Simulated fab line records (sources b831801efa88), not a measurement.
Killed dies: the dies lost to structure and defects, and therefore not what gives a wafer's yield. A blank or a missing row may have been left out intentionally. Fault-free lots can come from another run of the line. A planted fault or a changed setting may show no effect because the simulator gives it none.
Which tool did it?	flow gf180mcu	13 lots, 39 wafers sampled, at 6 steps of a route of 602

WHAT THE GAUGES READ, wafer by wafer
GF_STI_THK_MEAS_04. Usual: STI_CVD_03_THK typically reads 207.4 nm, with standard deviation 1.7.
lot	measured	on	STI_CVD_03_THK (nm)	flag
L658	day 1 14:34	filmMetro-01	207.6 207.4 209.7	
L659	day 1 18:34	filmMetro-01	208.9 208.4 208.8	
L662	day 2 10:17	filmMetro-01	205.4 206.4 206.7	
L663	day 2 16:11	filmMetro-01	204.4 206.0 205.3	
L664	day 2 19:34	filmMetro-03	207.9 205.4 206.7	
L666	day 3 05:37	filmMetro-01	208.3 209.3 208.8	
L669	day 3 21:25	filmMetro-01	208.6 208.1 208.8	
L675	day 5 02:34	filmMetro-03	205.1 205.5 207.4	
L676	day 5 08:34	filmMetro-01	205.8 205.6 206.3	
L677	day 5 12:57	filmMetro-01	208.4 207.3 210.3	
L679	day 5 22:34	filmMetro-01	204.1 205.0 205.0	
L680	day 6 03:35	filmMetro-01	208.1 205.9 207.7	
L681	day 6 08:34	filmMetro-02	208.2 208.2 209.0	

GF_STI_THK_MEAS_24. Usual: STI_CVD_23_THK typically reads 650 nm, with standard deviation 7.
lot	measured	on	STI_CVD_23_THK (nm)	flag
L658	day 2 03:55	filmMetro-03	639 649 642	
L659	day 2 09:10	filmMetro-02	650 656 651	
L662	day 3 00:55	filmMetro-02	645 643 643	
L663	day 3 06:26	filmMetro-03	641 650 658	
L664	day 3 10:11	filmMetro-03	647 655 653	
L666	day 3 20:41	filmMetro-03	653 653 642	
L669	day 4 12:44	filmMetro-02	649 647 661	
L675	day 5 19:05	filmMetro-03	654 652 646	
L676	day 5 23:49	filmMetro-02	661 653 650	
L677	day 6 05:27	filmMetro-02	641 647 641	
L679	day 6 14:58	filmMetro-02	650 649 645	
L680	day 6 20:52	filmMetro-01	650 660 650	
L681	day 7 01:52	filmMetro-03	649 638 645	

GF_LVPWELL_OVL_MEAS_07. Usual: LVPWELL_OVL typically reads 0.4 nm, with standard deviation 1.2.
lot	measured	on	LVPWELL_OVL (nm)	flag
L658	day 3 19:56	overlay-02	1.0 1.5 -1.2	
L659	day 4 03:02	overlay-01	0.1 -0.2 -1.1	
L662	day 4 18:53	overlay-02	0.2 2.3 1.4	
L663	day 5 00:40	overlay-02	1.8 0.7 2.1	
L664	day 5 07:43	overlay-02	-1.8 -0.4 2.0	
L666	day 5 17:11	overlay-01	1.6 0.9 -0.5	
L669	day 6 11:32	overlay-02	- - -	OFF
L675	day 7 20:08	overlay-02	1.3 0.7 0.3	
L676	day 8 02:23	overlay-01	0.2 -0.2 2.0	
L677	day 8 07:46	overlay-01	-1.0 -1.8 -1.0	
L679	day 8 17:46	overlay-01	0.8 1.4 -0.2	
L680	day 9 00:11	overlay-01	-0.2 -2.6 -1.5	
L681	day 9 06:37	overlay-01	-0.8 -1.4 0.8	

GF_LVPWELL_TW_MEAS_11. Usual: LVPWELL_TW typically reads 561, with standard deviation 5.2.
lot	measured	on	LVPWELL_TW	flag
L658	day 3 20:22	filmMetro-04	561 561 561	
L659	day 4 03:28	filmMetro-02	571 571 568	
L662	day 4 19:20	filmMetro-04	562 564 562	
L663	day 5 01:06	filmMetro-04	560 559 561	
L664	day 5 08:10	filmMetro-04	564 565 565	
L666	day 5 17:37	filmMetro-04	565 565 564	
L669	day 6 11:58	filmMetro-01	30 30 30 30 30 30	OFF
L675	day 7 20:34	filmMetro-01	556 558 557	
L676	day 8 02:49	filmMetro-04	558 558 557	
L677	day 8 08:16	filmMetro-04	559 562 557	
L679	day 8 18:12	filmMetro-01	555 557 558	
L680	day 9 00:37	filmMetro-01	555 559 559	
L681	day 9 07:04	filmMetro-01	558 555 557	

GF_POLY_GATE_OVL_MEAS_11. Usual: POLY_GATE_OVL typically reads 0 nm, with standard deviation 6.2.
lot	measured	on	POLY_GATE_OVL (nm)	flag
L658	day 9 01:15	overlay-02	6 -8 0	
L659	day 9 12:11	overlay-02	1 -2 5	
L662	day 10 08:18	overlay-01	-6 -8 0	
L663	day 10 16:33	overlay-02	1 6 7	
L664	day 10 22:50	overlay-02	-2 3 -1	
L666	day 11 13:15	overlay-01	-7 1 1	
L675	day 14 05:14	overlay-01	0 8 6	
L676	day 14 13:44	overlay-01	4 8 7	
L677	day 14 18:35	overlay-02	9 7 9	
L679	day 15 07:45	overlay-01	4 -3 -5	
L680	day 15 20:06	overlay-01	0 5 1	
L681	day 16 03:47	overlay-01	-11 0 -14	

TOOL THAT RAN EACH LOT (tool first, then ch and the chambers of the sampled wafers, then the start)
lot	GF_LVPWELL_EXPOSE_04
L658	ilineStepper-02 ch 0, day 3 13:58
L659	ilineStepper-02 ch 0, day 3 19:59
L662	ilineStepper-02 ch 0, day 4 11:59
L663	ilineStepper-02 ch 0, day 4 17:53
L664	ilineStepper-02 ch 0, day 5 00:20
L666	ilineStepper-01 ch 0, day 5 10:20
L669	ilineStepper-02 ch 0, day 6 04:25
L675	ilineStepper-02 ch 0, day 7 12:17
L676	ilineStepper-02 ch 0, day 7 18:23
L677	ilineStepper-02 ch 0, day 8 00:08
L679	ilineStepper-02 ch 0, day 8 09:44
L680	ilineStepper-02 ch 0, day 8 15:49
L681	ilineStepper-01 ch 0, day 8 22:55
- GF_LVPWELL_EXPOSE_04: exposes mask LVPWELL, target cd 600 nm.

AS READ BY THE TOOLS THEMSELVES (means over the sampled wafers that have a number; for cases with no such wafer, the mark the record gives instead)
The record holds no such reading with a usual standard deviation.

THE ANSWER, worked out from the rows above alone
Rule: a lot counts as off when the mean over its wafers that have a number is more than 3 standard deviations away from the usual mean. Also off: a lot with no number at a reading for which 4 or more lots have one. The other lots that the step has rows for count as sound. First the gauges in route order, then the tools' own readings, where a lot's mean is used as printed above. At the first step where some lot is off, the reading lying furthest off is the one used; lots without a number count as furthest.
Off: at GF_LVPWELL_OVL_MEAS_07 (LVPWELL_OVL), L669. Without a number there: L669.
If a tool, at a process step before that reading, ran all the lots that are off and no sound lot after the first of them, it fits. Not tried: the gauges at GF_LVPWELL_OVL_MEAS_07; whatever is off there is also off at GF_LVPWELL_TW_MEAS_11, on other tools, and gauge error can't account for it. No candidate that was tried fits.

WHAT THE SIMULATOR PUT IN
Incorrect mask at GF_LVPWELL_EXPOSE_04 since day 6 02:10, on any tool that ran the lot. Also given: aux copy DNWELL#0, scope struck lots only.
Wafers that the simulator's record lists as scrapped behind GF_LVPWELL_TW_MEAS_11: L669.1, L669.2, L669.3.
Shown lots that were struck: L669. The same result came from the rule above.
